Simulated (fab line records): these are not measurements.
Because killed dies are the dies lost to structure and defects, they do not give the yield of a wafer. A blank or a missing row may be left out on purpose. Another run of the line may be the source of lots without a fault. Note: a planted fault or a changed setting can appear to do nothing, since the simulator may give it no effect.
Commonality check across tools	flow gf180mcu	39 wafers sampled across 12 lots

THE REASON FOR OPENING IT
Of 12 lots, 1 have the reading STI_CVD_03_THK flagged at GF_STI_THK_MEAS_04. Wafers without a fault read 207.9 nm, standard deviation 2.7.
Rule: a lot gets a flag if all its wafers with a number sit over 4 standard deviations from that mean, or if no wafer of it has a number. As for the other lots, they are considered sound.

lot	measured	on	STI_CVD_03_THK (nm), wafer by wafer	flag
L928	day 1 13:34	film metro-03	206.5 206.7 206.9	
L929	day 1 18:58	film metro-03	205.1 204.5 204.2	
L930	day 2 00:14	film metro-04	208.6 208.1 208.8	
L931	day 2 04:35	film metro-03	212.7 213.6 212.2	
L934	day 2 20:51	film metro-02	193.4 192.2 192.6 193.5 192.1 192.4	FLAGGED
L939	day 3 21:50	film metro-03	209.5 208.7 207.1	
L944	day 4 22:33	film metro-04	209.9 210.5 210.1	
L946	day 5 08:35	film metro-02	205.3 205.0 206.4	
L948	day 5 17:34	film metro-02	211.8 211.1 211.4	
L949	day 5 23:05	film metro-03	210.8 211.4 208.3	
L950	day 6 03:34	film metro-02	212.8 211.0 211.8	
L951	day 6 08:54	film metro-02	207.4 207.8 207.0	
The numbers of the flagged lots are 192.7 nm on average: -15.2 nm against the usual, or -6 standard deviations.

LOT BY LOT: THE TOOL USED
The record holds 1 process step before the reading, out of a route of 602 steps. Cell contents, in order: the tool; ch with the chambers the sampled wafers went through; the start.
lot	flag	GF_STI_CVD_03
L928		lpcvd-02 ch 0, day 1 11:34
L929		lpcvd-02 ch 1, day 1 16:59
L930		lpcvd-02 ch 1, day 1 22:14
L931		lpcvd-01 ch 0, day 2 02:34
L934	FLAGGED	lpcvd-02 ch 0, day 2 18:52
L939		lpcvd-01 ch 0, day 3 19:50
L944		lpcvd-01 ch 0, day 4 19:34
L946		lpcvd-01 ch 0, day 5 06:35
L948		lpcvd-01 ch 1, day 5 15:34
L949		lpcvd-01 ch 1, day 5 21:05
L950		lpcvd-02 ch 0, day 6 01:34
L951		lpcvd-02 ch 1, day 6 06:54
What these steps do:
- GF_STI_CVD_03: deposits Si3N4 from DCS/NH3, target thk 207.16 nm, time 3551 s.
- GF_STI_THK_MEAS_04

FLAGGED OVER TOTAL, TOOL BY TOOL (the gauges that took the reading come last)
step	tool	lots run	flagged	share of the flagged lots	sound lots run after its first flagged lot
GF_STI_CVD_03	lpcvd-01	6	0	none	-
GF_STI_CVD_03	lpcvd-02	6	1	all	2 (L950,L951)
GF_STI_THK_MEAS_04	film metro-02	5	1	all	4 (L946,L948,L950,L951)
GF_STI_THK_MEAS_04	film metro-03	5	0	none	-
GF_STI_THK_MEAS_04	film metro-04	2	0	none	-

THE TABLE: WHAT IT ALLOWS
Table rows that saw every flagged lot: 2, namely lpcvd-02 at GF_STI_CVD_03 and film metro-02 at GF_STI_THK_MEAS_04.
- lpcvd-02 at GF_STI_CVD_03 ran 6 lots, 1 of them flagged. Lots that were sound ran on it after the first flagged one (L950, L951); a persistent fault on the entire tool would not allow that.
- film metro-02 at GF_STI_THK_MEAS_04 ran 5 lots, 1 of them flagged. Lots that were sound ran on it after the first flagged one (L946, L948, L950, L951); a persistent fault on the entire tool would not allow that.
None of the table's rows ran every flagged lot and, after the first, no sound lot.

WHAT THE SIMULATOR HAD PUT IN
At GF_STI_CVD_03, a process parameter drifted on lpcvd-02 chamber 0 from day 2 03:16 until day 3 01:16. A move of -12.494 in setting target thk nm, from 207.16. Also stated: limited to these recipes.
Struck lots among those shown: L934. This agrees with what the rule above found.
